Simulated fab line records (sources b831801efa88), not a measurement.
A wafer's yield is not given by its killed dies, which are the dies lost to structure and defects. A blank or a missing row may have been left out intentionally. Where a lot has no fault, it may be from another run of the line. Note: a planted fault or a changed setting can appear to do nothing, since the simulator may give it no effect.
Which of the tools did it? :: flow sky130 :: 42 wafers from 14 lots sampled at 4 of the route's 708 steps

== WHAT EACH GAUGE READ, for each wafer ==
No reading from a measuring or inspecting step in the record can be judged against a usual standard deviation.

== TOOL THAT RAN EACH LOT (tool first, then ch and the chambers of the sampled wafers, then the start) ==
lot: L328
SKY_LOCAL_INTERCONNECT_STRIP_15: plasma_asher-03 ch 0,1, day 31 04:06
SKY_METAL1_SPUTTER_02: pvd_sputter-03, day 32 10:19
SKY_METAL1_PEB_13: litho_track-04 ch 0, day 33 12:00
SKY_METAL1_DESCUM_17: rie_metal-01 ch 0,1, day 33 12:59

lot: L327
SKY_LOCAL_INTERCONNECT_STRIP_15: plasma_asher-04 ch 0,1, day 31 07:19
SKY_METAL1_SPUTTER_02: pvd_sputter-03, day 32 13:16
SKY_METAL1_PEB_13: litho_track-02 ch 0, day 33 15:00
SKY_METAL1_DESCUM_17: rie_metal-03 ch 0, day 33 16:04

lot: L329
SKY_LOCAL_INTERCONNECT_STRIP_15: plasma_asher-02 ch 0,1, day 31 11:12
SKY_METAL1_SPUTTER_02: pvd_sputter-03, day 32 16:53
SKY_METAL1_PEB_13: litho_track-03 ch 0, day 33 19:00
SKY_METAL1_DESCUM_17: rie_metal-01 ch 0,1, day 33 19:53

lot: L330
SKY_LOCAL_INTERCONNECT_STRIP_15: plasma_asher-03 ch 0,1, day 31 12:22
SKY_METAL1_SPUTTER_02: pvd_sputter-04, day 32 18:29
SKY_METAL1_PEB_13: litho_track-03 ch 0, day 33 21:00
SKY_METAL1_DESCUM_17: rie_metal-04 ch 0,1, day 33 21:56

lot: L332
SKY_LOCAL_INTERCONNECT_STRIP_15: plasma_asher-03 ch 0,1, day 32 14:34
SKY_METAL1_SPUTTER_02: pvd_sputter-04, day 33 20:19
SKY_METAL1_PEB_13: litho_track-03 ch 0, day 34 22:00
SKY_METAL1_DESCUM_17: rie_metal-03 ch 0, day 34 22:50

lot: L333
SKY_LOCAL_INTERCONNECT_STRIP_15: plasma_asher-04 ch 0,1, day 32 21:29
SKY_METAL1_SPUTTER_02: pvd_sputter-03, day 34 03:03
SKY_METAL1_PEB_13: litho_track-03, day 35 04:00
SKY_METAL1_DESCUM_17: rie_metal-01 ch 0,1, day 35 05:26

lot: L334
SKY_LOCAL_INTERCONNECT_STRIP_15: plasma_asher-04 ch 0,1, day 33 03:49
SKY_METAL1_SPUTTER_02: pvd_sputter-03, day 34 08:23
SKY_METAL1_PEB_13: litho_track-02, day 35 10:00
SKY_METAL1_DESCUM_17: rie_metal-01 ch 0,1, day 35 11:04

lot: L335
SKY_LOCAL_INTERCONNECT_STRIP_15: plasma_asher-02 ch 0,1, day 33 16:34
SKY_METAL1_SPUTTER_02: pvd_sputter-04, day 34 21:16
SKY_METAL1_PEB_13: litho_track-03 ch 0, day 35 23:00
SKY_METAL1_DESCUM_17: rie_metal-03 ch 0, day 35 23:56

lot: L341
SKY_LOCAL_INTERCONNECT_STRIP_15: plasma_asher-04 ch 0,1, day 35 06:51
SKY_METAL1_SPUTTER_02: pvd_sputter-04, day 36 12:28
SKY_METAL1_PEB_13: litho_track-02 ch 0, day 37 14:00
SKY_METAL1_DESCUM_17: rie_metal-04 ch 0,1, day 37 15:04

lot: L342
SKY_LOCAL_INTERCONNECT_STRIP_15: plasma_asher-02 ch 0,1, day 35 17:19
SKY_METAL1_SPUTTER_02: pvd_sputter-03, day 36 22:28
SKY_METAL1_PEB_13: litho_track-02 ch 0, day 38 00:00
SKY_METAL1_DESCUM_17: rie_metal-01 ch 0,1, day 38 00:52

lot: L343
SKY_LOCAL_INTERCONNECT_STRIP_15: plasma_asher-04 ch 0,1, day 36 07:42
SKY_METAL1_SPUTTER_02: pvd_sputter-01, day 37 12:40
SKY_METAL1_PEB_13: litho_track-02 ch 0, day 38 13:00
SKY_METAL1_DESCUM_17: rie_metal-01 ch 0,1, day 38 14:28

lot: L347
SKY_LOCAL_INTERCONNECT_STRIP_15: plasma_asher-03 ch 0, day 37 00:25
SKY_METAL1_SPUTTER_02: pvd_sputter-04, day 38 04:50
SKY_METAL1_PEB_13: litho_track-03 ch 0, day 39 05:00
SKY_METAL1_DESCUM_17: rie_metal-01 ch 0, day 39 06:23

lot: L346
SKY_LOCAL_INTERCONNECT_STRIP_15: plasma_asher-04 ch 1, day 37 10:51
SKY_METAL1_SPUTTER_02: pvd_sputter-01, day 38 14:31
SKY_METAL1_PEB_13: litho_track-04 ch 0, day 39 15:00
SKY_METAL1_DESCUM_17: rie_metal-04 ch 0,1, day 39 15:50

lot: L348
SKY_LOCAL_INTERCONNECT_STRIP_15: plasma_asher-04 ch 0,1, day 37 16:25
SKY_METAL1_SPUTTER_02: pvd_sputter-04, day 38 20:18
SKY_METAL1_PEB_13: litho_track-04 ch 0, day 39 20:00
SKY_METAL1_DESCUM_17: rie_metal-01 ch 0,1, day 39 21:26
- SKY_LOCAL_INTERCONNECT_STRIP_15: strips in O2/N2.
- SKY_METAL1_SPUTTER_02: material AlCu, target thk 250 nm, time 13.3 s.
- SKY_METAL1_PEB_13
- SKY_METAL1_DESCUM_17: chemistry O2, time 8 s.

== AS READ BY THE TOOLS THEMSELVES (means over the sampled wafers that have a number; for cases with no such wafer, the mark the record gives instead) ==
SKY_LOCAL_INTERCONNECT_STRIP_15.
lot: L328
tool: plasma_asher-03
drypump_motor_current_A (A): 6.2
oes_product_au (a.u.): 0.427
strip_time_to_endpoint_s (s): 4.732

lot: L327
tool: plasma_asher-04
drypump_motor_current_A (A): 5.6
oes_product_au (a.u.): 0.429
strip_time_to_endpoint_s (s): 4.736

lot: L329
tool: plasma_asher-02
drypump_motor_current_A (A): 5.7
oes_product_au (a.u.): 0.426
strip_time_to_endpoint_s (s): 4.756

lot: L330
tool: plasma_asher-03
drypump_motor_current_A (A): 5.9
oes_product_au (a.u.): 0.421
strip_time_to_endpoint_s (s): 4.761

lot: L332
tool: plasma_asher-03
drypump_motor_current_A (A): 6.2
oes_product_au (a.u.): 0.433
strip_time_to_endpoint_s (s): 4.751

lot: L333
tool: plasma_asher-04
drypump_motor_current_A (A): 5.6
oes_product_au (a.u.): 0.425
strip_time_to_endpoint_s (s): 4.701

lot: L334
tool: plasma_asher-04
drypump_motor_current_A (A): 5.3
oes_product_au (a.u.): 0.422
strip_time_to_endpoint_s (s): 4.713

lot: L335
tool: plasma_asher-02
drypump_motor_current_A (A): 5.5
oes_product_au (a.u.): 0.427
strip_time_to_endpoint_s (s): 4.733

lot: L341
tool: plasma_asher-04
drypump_motor_current_A (A): 5.3
oes_product_au (a.u.): 0.427
strip_time_to_endpoint_s (s): 4.712

lot: L342
tool: plasma_asher-02
drypump_motor_current_A (A): 5.7
oes_product_au (a.u.): 0.426
strip_time_to_endpoint_s (s): 4.734

lot: L343
tool: plasma_asher-04
drypump_motor_current_A (A): 5.6
oes_product_au (a.u.): 0.425
strip_time_to_endpoint_s (s): 4.703

lot: L347
tool: plasma_asher-03
drypump_motor_current_A (A): 6.5
oes_product_au (a.u.): 0.435
strip_time_to_endpoint_s (s): 4.704

lot: L346
tool: plasma_asher-04
drypump_motor_current_A (A): 5.1
oes_product_au (a.u.): 0.426
strip_time_to_endpoint_s (s): 4.726

lot: L348
tool: plasma_asher-04
drypump_motor_current_A (A): 5.3
oes_product_au (a.u.): 0.425
strip_time_to_endpoint_s (s): 4.717

SKY_METAL1_SPUTTER_02.
lot: L328
tool: pvd_sputter-03
throttle_valve_pct (%): 29.9

lot: L327
tool: pvd_sputter-03
throttle_valve_pct (%): 29.6

lot: L329
tool: pvd_sputter-03
throttle_valve_pct (%): 29.7

lot: L330
tool: pvd_sputter-04
throttle_valve_pct (%): 30.5

lot: L332
tool: pvd_sputter-04
throttle_valve_pct (%): 30.0

lot: L333
tool: pvd_sputter-03
throttle_valve_pct (%): 29.4

lot: L334
tool: pvd_sputter-03
throttle_valve_pct (%): 29.9

lot: L335
tool: pvd_sputter-04
throttle_valve_pct (%): 31.2

lot: L341
tool: pvd_sputter-04
throttle_valve_pct (%): 30.5

lot: L342
tool: pvd_sputter-03
throttle_valve_pct (%): 29.5

lot: L343
tool: pvd_sputter-01
throttle_valve_pct (%): 30.4

lot: L347
tool: pvd_sputter-04
throttle_valve_pct (%): 30.8

lot: L346
tool: pvd_sputter-01
throttle_valve_pct (%): 31.0

lot: L348
tool: pvd_sputter-04
throttle_valve_pct (%): 30.2

SKY_METAL1_PEB_13.
lot: L328
tool: litho_track-04
exhaust_pa (Pa): 45.0

lot: L327
tool: litho_track-02
exhaust_pa (Pa): 45.7

lot: L329
tool: litho_track-03
exhaust_pa (Pa): 44.1

lot: L330
tool: litho_track-03
exhaust_pa (Pa): 45.3

lot: L332
tool: litho_track-03
exhaust_pa (Pa): 44.6

lot: L333
tool: litho_track-03
exhaust_pa (Pa): -

lot: L334
tool: litho_track-02
exhaust_pa (Pa): -

lot: L335
tool: litho_track-03
exhaust_pa (Pa): 44.7

lot: L341
tool: litho_track-02
exhaust_pa (Pa): 45.4

lot: L342
tool: litho_track-02
exhaust_pa (Pa): 46.1

lot: L343
tool: litho_track-02
exhaust_pa (Pa): 43.7

lot: L347
tool: litho_track-03
exhaust_pa (Pa): 45.1

lot: L346
tool: litho_track-04
exhaust_pa (Pa): 44.7

lot: L348
tool: litho_track-04
exhaust_pa (Pa): 44.7

SKY_METAL1_DESCUM_17.
lot: L328
tool: rie_metal-01
drypump_motor_current_A (A): 5.6
oes_product_au (a.u.): 0.996

lot: L327
tool: rie_metal-03
drypump_motor_current_A (A): 6.8
oes_product_au (a.u.): 1.009

lot: L329
tool: rie_metal-01
drypump_motor_current_A (A): 5.2
oes_product_au (a.u.): 0.999

lot: L330
tool: rie_metal-04
drypump_motor_current_A (A): 5.6
oes_product_au (a.u.): 0.988

lot: L332
tool: rie_metal-03
drypump_motor_current_A (A): 6.9
oes_product_au (a.u.): 1.006

lot: L333
tool: rie_metal-01
drypump_motor_current_A (A): 5.5
oes_product_au (a.u.): 0.997

lot: L334
tool: rie_metal-01
drypump_motor_current_A (A): 5.2
oes_product_au (a.u.): 1.002

lot: L335
tool: rie_metal-03
drypump_motor_current_A (A): 6.8
oes_product_au (a.u.): 0.996

lot: L341
tool: rie_metal-04
drypump_motor_current_A (A): 5.6
oes_product_au (a.u.): 1.000

lot: L342
tool: rie_metal-01
drypump_motor_current_A (A): 5.2
oes_product_au (a.u.): 1.002

lot: L343
tool: rie_metal-01
drypump_motor_current_A (A): 5.6
oes_product_au (a.u.): 1.006

lot: L347
tool: rie_metal-01
drypump_motor_current_A (A): 5.9
oes_product_au (a.u.): 1.014

lot: L346
tool: rie_metal-04
drypump_motor_current_A (A): 6.0
oes_product_au (a.u.): 0.982

lot: L348
tool: rie_metal-01
drypump_motor_current_A (A): 5.6
oes_product_au (a.u.): 1.003

== THE ANSWER, worked out from the rows above alone ==
Rule: usual is defined by the lots themselves. Put in order of their means at a reading, lots are off if they are a third of the lots or fewer, leave a main group of 4 or more, and stand apart from it by a gap of 3 or more times the standard deviation of the main group's means; of several such gaps the widest counts. A main group is skipped when, at the precision printed for the reading in the tables above, its means are all equal. Also off: a lot with no number at a reading for which 4 or more lots have one. All remaining lots with rows at the step are treated as sound. The gauges are gone through in route order, then the tools' own readings, and for those a lot's mean is taken as printed above. At the first step where some lot is off, the reading lying furthest off is the one used; lots without a number count as furthest.
Off, at SKY_METAL1_PEB_13 on exhaust_pa: L333, L334. Without a number there: L333, L334. The main group has a mean of 44.9 Pa with a standard deviation of 0.63.
If a tool, at that step or one of the process steps before it, ran each lot that is off and ran no sound lot following the first of them, it fits. Of those tried, none fits.

== WHAT THE SIMULATOR HAD INSERTED ==
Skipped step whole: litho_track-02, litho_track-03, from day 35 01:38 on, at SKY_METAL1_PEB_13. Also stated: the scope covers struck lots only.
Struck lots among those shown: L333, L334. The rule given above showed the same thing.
